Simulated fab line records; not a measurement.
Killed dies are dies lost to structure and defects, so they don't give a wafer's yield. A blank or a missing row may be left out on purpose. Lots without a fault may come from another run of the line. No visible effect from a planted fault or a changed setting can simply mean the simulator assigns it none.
Comparing a struck lot with a sound one ; flow sky130 ; 17 out of 708 route steps
Sound: wafers L762.3, L762.4, L762.5. The struck wafers were L778.1, L778.5, L778.6. The cause is named last.
Per side, at each step with rows, come the tool, then ch with its chambers, and then its first start. Under that, the readings that differ: sound wafers ; struck wafers ; difference of the means ; sigmas: that difference in standard deviations of wafers without a fault.
alike: a reading whose means differ by less than 2 such deviations, as well as words and numbers matching on both sides. not compared: withheld readings; readings where some wafer has no value; bounds like >300 that might hide an equal value; numbers whose values overlap and for which the record gives no deviation.
Wherever a step has rows on one side only, a row that says differs or no value, or a row with sigmas, the two part there. When numbers do not overlap yet have no deviation, they are printed without sigmas and do not part them. Lack of a reading on every wafer of one side parts them only where that side has two or more wafers.

first, 3 steps without rows for these wafers: SKY_VIA2_EXPOSE_09 (exposes mask VIM2, target cd 200 nm); SKY_VIA2_PEB_10; SKY_VIA2_DEVELOP_11 (develop time 60 s).
SKY_VIA2_CD_MEAS_12: target cd 200 nm.
  sound: cd_sem-02 at day 37 00:34; struck: cd_sem-01 at day 43 13:44
  alike: cd_nm
SKY_VIA2_OVL_MEAS_13:
  sound: overlay-02 at day 37 00:40; struck: overlay-01 at day 43 13:51
  alike: VIA2_OVL
SKY_VIA2_ETCH_14: etches BARC in N2/H2, stops on SiO2, time 45.9 s, target depth 60 nm.
  sound on rie_diel-01 ch 0,1,2, day 37 00:41; struck on rie_diel-01 ch 2,3, day 43 13:53
  alike: drypump_motor_current_A, oes_product_au, throttle_valve_pct
  not compared: rf_hours_counter_h
SKY_VIA2_ETCH_15: etches SiO2 in C4F8/O2/Ar, stops on TiN, target depth 546 nm, time 84 s.
  sound on rie_diel-01 ch 0,1,2, day 37 00:44; struck on rie_diel-01 ch 2,3, day 43 13:56
  alike: oes_product_au
  not compared: rf_hours_counter_h
SKY_VIA2_STRIP_16: strips in O2/N2.
  sound on plasma_asher-01 ch 0,1, day 37 00:49; struck on plasma_asher-04 ch 0,1, day 43 13:59
  alike: drypump_motor_current_A, oes_product_au, strip_time_to_endpoint_s
  not compared: rf_hours_counter_h
then, 3 steps without rows for these wafers: SKY_VIA2_STRIP_17 (strips in post etch residue remover, time 1200 s); SKY_VIA2_CLEAN_18 (cleans in IPA, time 180 s); SKY_VIA2_CLEAN_19 (cleans in O3/DIW).
SKY_VIA2_SPUTTER_20: material TiN, target thk 20 nm, time 80 s.
  sound: pvd_sputter-01 at day 37 01:23; struck: pvd_sputter-03 at day 43 14:35
  alike: throttle_valve_pct
SKY_VIA2_CVD_21: deposits W, target thk 420 nm, time 126.4 s.
  sound on cvd_w-02 ch 0,1, day 37 01:29; struck on cvd_w-01 ch 0, day 43 14:38
reading;sound;struck;difference;sigmas
chamber_pressure_Torr (Torr);39.92 39.92 40.03;34.53 34.68 34.67;-5.33;-60
model.W_of_VIA2_CVD_21.thk_nm (nm);419.5 421 417.6;385.9 385.4 386.1;-33.6;
  alike: heater_power_w
SKY_VIA2_RS_MEAS_22: measurement is done with a four-point probe.
  sound: film_metro-04 at day 37 01:37; struck: film_metro-03 at day 43 14:54
reading;sound;struck;difference;sigmas
VIA2_W_RS (ohm/sq);0.2729 0.2719 0.2744;0.2960 0.2973 0.2962;+0.0234;+9
SKY_VIA2_THK_MEAS_23: measures by xrf.
  sound: film_metro-04 at day 37 01:43; struck: film_metro-03 at day 43 15:01
reading;sound;struck;difference;sigmas
VIA2_W_THK (nm);418 420 418;397 403 399;-19;-3
SKY_VIA2_CMP_24: polishes, stops on SiO2, t overpolish 20 s, target thk 0 nm.
  sound on cmp-02 ch 2,3, day 37 01:48; struck on cmp-02 ch 0,1,3, day 43 15:14
  alike: motor_current_A
after that, 1 step had no rows for these wafers: SKY_PAD_OPEN_PROBE_99.

## WHERE THEY PART
Earliest at SKY_VIA2_CVD_21; latest, in this record, at SKY_VIA2_THK_MEAS_23. Later steps at which nothing parts them and some readings are alike: SKY_VIA2_CMP_24.

WHY: whatever the simulator had introduced
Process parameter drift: cvd_w-01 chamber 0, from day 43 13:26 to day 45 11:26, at SKY_VIA2_CVD_21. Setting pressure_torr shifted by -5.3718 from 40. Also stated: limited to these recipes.
